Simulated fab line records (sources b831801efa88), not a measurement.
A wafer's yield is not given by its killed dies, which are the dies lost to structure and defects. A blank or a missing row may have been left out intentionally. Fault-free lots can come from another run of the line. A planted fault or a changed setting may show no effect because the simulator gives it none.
Which of the tools did it? :: flow sky130 :: 12 lots with 36 wafers sampled at 6 steps, on a route of 708 steps

WHAT THE GAUGES SHOWED, per wafer
SKY_FIELD_ISO_BOW_MEAS_00.
lot: L138
measured: day 1 10:00
on: film-metro-04
INCOMING_BOW (um): -6 -3 4

lot: L142
measured: day 2 06:00
on: film-metro-04
INCOMING_BOW (um): -14 -1 0

lot: L146
measured: day 3 02:04
on: film-metro-03
INCOMING_BOW (um): 4 9 2

lot: L147
measured: day 3 07:01
on: film-metro-01
INCOMING_BOW (um): -6 -5 4

lot: L148
measured: day 3 12:00
on: film-metro-03
INCOMING_BOW (um): 6 -2 -7

lot: L149
measured: day 3 17:00
on: film-metro-03
INCOMING_BOW (um): -2 9 1

lot: L150
measured: day 3 22:00
on: film-metro-04
INCOMING_BOW (um): 5 0 -3

lot: L151
measured: day 4 03:00
on: film-metro-04
INCOMING_BOW (um): -1 -1 1

lot: L152
measured: day 4 08:01
on: film-metro-03
INCOMING_BOW (um): 4 0 2

lot: L153
measured: day 4 13:01
on: film-metro-01
INCOMING_BOW (um): 3 4 7

lot: L154
measured: day 4 18:04
on: film-metro-04
INCOMING_BOW (um): 2 5 5

lot: L155
measured: day 4 23:01
on: film-metro-04
INCOMING_BOW (um): -3 -3 -12

SKY_DNWELL_TW_MEAS_09.
lot: L138
measured: day 3 11:40
on: film-metro-02
DNWELL_TW: 1115 1112 1112

lot: L142
measured: day 4 00:31
on: film-metro-04
DNWELL_TW: 1118 1122 1122

lot: L146
measured: day 4 23:18
on: film-metro-02
DNWELL_TW: 1121 1116 1120

lot: L147
measured: day 5 04:47
on: film-metro-04
DNWELL_TW: 1108 1116 1119

lot: L148
measured: day 5 13:55
on: film-metro-04
DNWELL_TW: 1116 1115 1117

lot: L149
measured: day 5 18:13
on: film-metro-04
DNWELL_TW: 1128 1116 1121

lot: L150
measured: day 5 23:32
on: film-metro-04
DNWELL_TW: 1118 1122 1125

lot: L151
measured: day 6 03:07
on: film-metro-02
DNWELL_TW: 1118 1118 1120

lot: L152
measured: day 6 11:56
on: film-metro-04
DNWELL_TW: 1114 1123 1116

lot: L153
measured: day 6 17:20
on: film-metro-02
DNWELL_TW: 1113 1120 1122

lot: L154
measured: day 6 23:31
on: film-metro-01
DNWELL_TW: 1101 1102 1098

lot: L155
measured: day 7 01:35
on: film-metro-02
DNWELL_TW: 1113 1111 1102

SKY_NWELL_OVL_MEAS_10.
lot: L138
measured: day 4 20:29
on: overlay-02
NWELL_00_OVL (nm): 0.5 1.5 1.3

lot: L142
measured: day 5 10:58
on: overlay-02
NWELL_00_OVL (nm): -0.8 -0.5 1.3

lot: L146
measured: day 6 11:59
on: overlay-02
NWELL_00_OVL (nm): 3.1 2.5 0.5

lot: L147
measured: day 6 16:43
on: overlay-01
NWELL_00_OVL (nm): 0.0 -1.2 1.7

lot: L148
measured: day 7 02:17
on: overlay-02
NWELL_00_OVL (nm): -0.9 -0.3 0.5

lot: L149
measured: day 7 07:40
on: overlay-02
NWELL_00_OVL (nm): -1.2 -1.9 -2.3

lot: L150
measured: day 7 13:49
on: overlay-02
NWELL_00_OVL (nm): 2.4 3.0 1.2

lot: L151
measured: day 7 17:22
on: overlay-02
NWELL_00_OVL (nm): -1.1 -1.2 -0.5

lot: L152
measured: day 8 03:10
on: overlay-02
NWELL_00_OVL (nm): - - -

lot: L153
measured: day 8 08:25
on: overlay-02
NWELL_00_OVL (nm): -2.0 -0.6 -1.3

lot: L154
measured: day 8 14:52
on: overlay-01
NWELL_00_OVL (nm): 0.0 -1.5 -0.7

lot: L155
measured: day 8 15:34
on: overlay-01
NWELL_00_OVL (nm): 1.4 0.0 -0.4

SKY_NWELL_TW_MEAS_15.
lot: L138
measured: day 4 21:04
on: film-metro-01
NWELL_TW: 1787 1782 1780

lot: L142
measured: day 5 11:32
on: film-metro-04
NWELL_TW: 1813 1817 1819

lot: L146
measured: day 6 12:35
on: film-metro-04
NWELL_TW: 1804 1820 1822

lot: L147
measured: day 6 17:19
on: film-metro-04
NWELL_TW: 1809 1814 1804

lot: L148
measured: day 7 02:52
on: film-metro-02
NWELL_TW: 1821 1819 1819

lot: L149
measured: day 7 08:18
on: film-metro-04
NWELL_TW: 1806 1808 1810

lot: L150
measured: day 7 14:23
on: film-metro-01
NWELL_TW: 1791 1783 1791

lot: L151
measured: day 7 17:57
on: film-metro-01
NWELL_TW: 1800 1799 1788

lot: L152
measured: day 8 03:45
on: film-metro-02
NWELL_TW: 30 30 30

lot: L153
measured: day 8 09:00
on: film-metro-02
NWELL_TW: 1810 1825 1817

lot: L154
measured: day 8 15:28
on: film-metro-01
NWELL_TW: 1794 1789 1789

lot: L155
measured: day 8 16:09
on: film-metro-02
NWELL_TW: 1826 1817 1823

SKY_SONOS_ONO_CD_MEAS_13: target cd 410 nm.
lot: L138
measured: day 13 01:37
on: cd-sem-01
cd-nm (nm): 409.2 408.1 408.7

lot: L142
measured: day 13 10:22
on: cd-sem-01
cd-nm (nm): 411.5 407.7 406.5

lot: L146
measured: day 14 21:49
on: cd-sem-01
cd-nm (nm): 406.7 406.7 406.3

lot: L147
measured: day 15 05:14
on: cd-sem-02
cd-nm (nm): 410.1 409.1 408.6

lot: L148
measured: day 15 20:34
on: cd-sem-02
cd-nm (nm): 406.2 405.5 404.8

lot: L149
measured: day 16 01:46
on: cd-sem-01
cd-nm (nm): 408.5 409.2 406.5

lot: L150
measured: day 16 11:07
on: cd-sem-02
cd-nm (nm): 408.0 410.0 408.7

lot: L151
measured: day 16 15:01
on: cd-sem-02
cd-nm (nm): 412.0 411.4 411.9

lot: L152
measured: day 17 07:23
on: cd-sem-01
cd-nm (nm): 409.9 410.9 409.2

lot: L153
measured: day 17 12:23
on: cd-sem-01
cd-nm (nm): 412.7 412.0 413.5

lot: L154
measured: day 17 21:43
on: cd-sem-02
cd-nm (nm): 406.7 406.2 408.3

lot: L155
measured: day 18 07:17
on: cd-sem-02
cd-nm (nm): 407.5 409.2 408.3

WHAT TOOL EACH LOT RAN ON (gives the tool, then ch and the chambers of the sampled wafers, and finally the start)
lot: L138
SKY_NWELL_EXPOSE_07: iline-stepper-02 ch 0, day 4 12:17

lot: L142
SKY_NWELL_EXPOSE_07: iline-stepper-02 ch 0, day 5 02:12

lot: L146
SKY_NWELL_EXPOSE_07: iline-stepper-02 ch 0, day 6 02:58

lot: L147
SKY_NWELL_EXPOSE_07: iline-stepper-01 ch 0, day 6 08:24

lot: L148
SKY_NWELL_EXPOSE_07: iline-stepper-02 ch 0, day 6 16:47

lot: L149
SKY_NWELL_EXPOSE_07: iline-stepper-02 ch 0, day 6 21:48

lot: L150
SKY_NWELL_EXPOSE_07: iline-stepper-02 ch 0, day 7 04:11

lot: L151
SKY_NWELL_EXPOSE_07: iline-stepper-01 ch 0, day 7 07:54

lot: L152
SKY_NWELL_EXPOSE_07: iline-stepper-01 ch 0, day 7 17:18

lot: L153
SKY_NWELL_EXPOSE_07: iline-stepper-01 ch 0, day 7 23:22

lot: L154
SKY_NWELL_EXPOSE_07: iline-stepper-01 ch 0, day 8 05:41

lot: L155
SKY_NWELL_EXPOSE_07: iline-stepper-02 ch 0, day 8 07:22
- SKY_NWELL_EXPOSE_07: exposes mask NWM, target cd 840 nm.

WHAT THE TOOLS THEMSELVES READ (means of the sampled wafers that have a number; where no wafer has one, the mark that the record gives instead)
SKY_NWELL_EXPOSE_07.
lot: L138
tool: iline-stepper-02
reticle-temp-C (C): 22.84

lot: L142
tool: iline-stepper-02
reticle-temp-C (C): 22.95

lot: L146
tool: iline-stepper-02
reticle-temp-C (C): 23.06

lot: L147
tool: iline-stepper-01
reticle-temp-C (C): 22.84

lot: L148
tool: iline-stepper-02
reticle-temp-C (C): 23.06

lot: L149
tool: iline-stepper-02
reticle-temp-C (C): 23.07

lot: L150
tool: iline-stepper-02
reticle-temp-C (C): 22.95

lot: L151
tool: iline-stepper-01
reticle-temp-C (C): 23.05

lot: L152
tool: iline-stepper-01
reticle-temp-C (C): 23.04

lot: L153
tool: iline-stepper-01
reticle-temp-C (C): 22.93

lot: L154
tool: iline-stepper-01
reticle-temp-C (C): 22.99

lot: L155
tool: iline-stepper-02
reticle-temp-C (C): 22.95

THE ANSWER, worked out from the rows above alone
Rule: what is usual is taken from the lots themselves. The widest of any qualifying gaps counts: lots, ordered by their means at a reading, are off when they make up no more than a third of the lots, leave a main group of 4 or more, and stand apart from it by 3 or more times the standard deviation of that group's means. If all means in a main group match to the digits the tables above print for the reading, that group is not used. A lot without any number at a reading at which 4 lots or more have one is off too. Where the step has rows for the other lots, those lots are counted as sound. After the gauges, taken in route order, come the tools' own readings; for these a lot's mean is taken, as printed above. The first step at which some lot is off is used, and at that step the reading that is off furthest; a lot without a number counts as furthest.
Off: L152, seen at SKY_NWELL_OVL_MEAS_10 (NWELL_00_OVL). Without a number there: L152. The main group has a mean of 0.1 nm with a standard deviation of 1.2.
A tool fits if, at a process step before that reading, it ran every lot that is off, and no sound lot after the first of them. The gauges at SKY_NWELL_OVL_MEAS_10 aren't tried: what is off there is off at SKY_NWELL_TW_MEAS_15 too, on other tools, and a gauge's error can't cause that. Of those tried, none fits.

WHAT THE SIMULATOR PUT IN
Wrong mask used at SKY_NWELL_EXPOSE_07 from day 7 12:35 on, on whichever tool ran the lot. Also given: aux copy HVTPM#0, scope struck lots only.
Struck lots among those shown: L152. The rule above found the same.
